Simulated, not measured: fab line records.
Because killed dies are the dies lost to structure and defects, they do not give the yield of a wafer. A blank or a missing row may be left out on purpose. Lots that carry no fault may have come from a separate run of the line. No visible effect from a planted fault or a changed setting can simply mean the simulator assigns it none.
A lot that was struck, set against a sound lot | flow gf180mcu | 15 out of 602 route steps
Sound: wafers L837.1, L837.3, L837.5. Struck: wafer L843.4. (L843.2 of the same lot was not struck and is left out.) The cause comes at the end.
Per side, at each step with rows, come the tool, then ch with its chambers, and then its first start. Under that, the readings that differ: sound wafers | struck wafers | difference of the means | sigmas: that difference in standard deviations of wafers without a fault.
alike: same words and numbers on both sides, and readings whose means sit less than 2 such deviations apart. not compared: any withheld reading, any reading some wafer has no value for, any bound like >300 that may hide the same value, and any number with overlapping values for which the record gives no deviation.
Wherever a step has rows on one side only, a row that says differs or no value, or a row with sigmas, the two part there. Numbers that have no deviation but don't overlap get no sigmas and don't part them. A reading that every wafer of one side lacks parts them only if that side has two wafers or more.

GF_PSD_RS_MEAS_15: a four-point-probe measurement.
  sound on filmMetro-04 at day 17 23:43; struck on filmMetro-03 at day 19 22:12
  alike: PSD_RS
GF_SAB_CVD_00: deposits SiO2 from TEOS, target thk 50 nm, time 4.9302 s.
  sound on pecvd-04 ch 0,2, day 17 23:50; struck on pecvd-04 ch 0, day 19 22:18
  alike: heaterPowerW
GF_SAB_THK_MEAS_01:
  sound on filmMetro-04 at day 17 23:51; struck on filmMetro-04 at day 19 22:20
  alike: SAB_CVD_00_THK
then, 7 steps without rows for these wafers: GF_SAB_DEHYDRATE_02 (time 60 s); GF_SAB_HMDS_03 (prime time 60 s); GF_SAB_COAT_04 (resist thk 1000 nm); GF_SAB_SOFTBAKE_05 (time 60 s); GF_SAB_EXPOSE_06 (exposes mask SAB, target cd 420 nm); GF_SAB_PEB_07; GF_SAB_DEVELOP_08 (develop time 60 s).
GF_SAB_CD_MEAS_09: the cd target is 420 nm.
  sound on cdSem-02 at day 18 23:44; struck on cdSem-02 at day 20 22:16
  alike: cdNm
GF_SAB_OVL_MEAS_10:
  sound on overlay-02 at day 18 23:51; struck on overlay-01 at day 20 22:22
  alike: SAB_OVL
GF_SAB_ETCH_11: etches SiO2 in C4F8/O2/Ar, target depth 55 nm, time 8.5 s.
  sound on rieDiel-02 ch 0,1,2, day 18 23:53; struck on rieDiel-02 ch 3, day 20 22:24
reading                       | sound             | struck | difference | sigmas
oesProductAu (a.u.)           | 0.991 1.001 1.019 | 0.881  | -0.123     | -9
model.etch.depthNm (nm)       | 54.1 54.65 56.53  | 43.78  | -11.31     | 
model.SAB.featureDepthNm (nm) | 54.1 54.65 56.53  | 43.78  | -11.31     | 
  not compared: rfHoursCounterH
then, 1 step without rows for these wafers: GF_SAB_WET_ETCH_12 (etches SiO2 in dHF, target depth 22 nm, time 440 s).
GF_PASSIVATION_PROBE_99:
  rows exist in the record for the sound wafers here (prober-02, day 32 06:37), none for the struck ones

## WHERE THEY PART
Last at GF_PASSIVATION_PROBE_99 as far as this record goes, first at GF_SAB_ETCH_11.

WHY: whatever the simulator had introduced
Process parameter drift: rieDiel-02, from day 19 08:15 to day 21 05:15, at GF_SAB_ETCH_11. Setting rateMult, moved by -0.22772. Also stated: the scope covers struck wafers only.
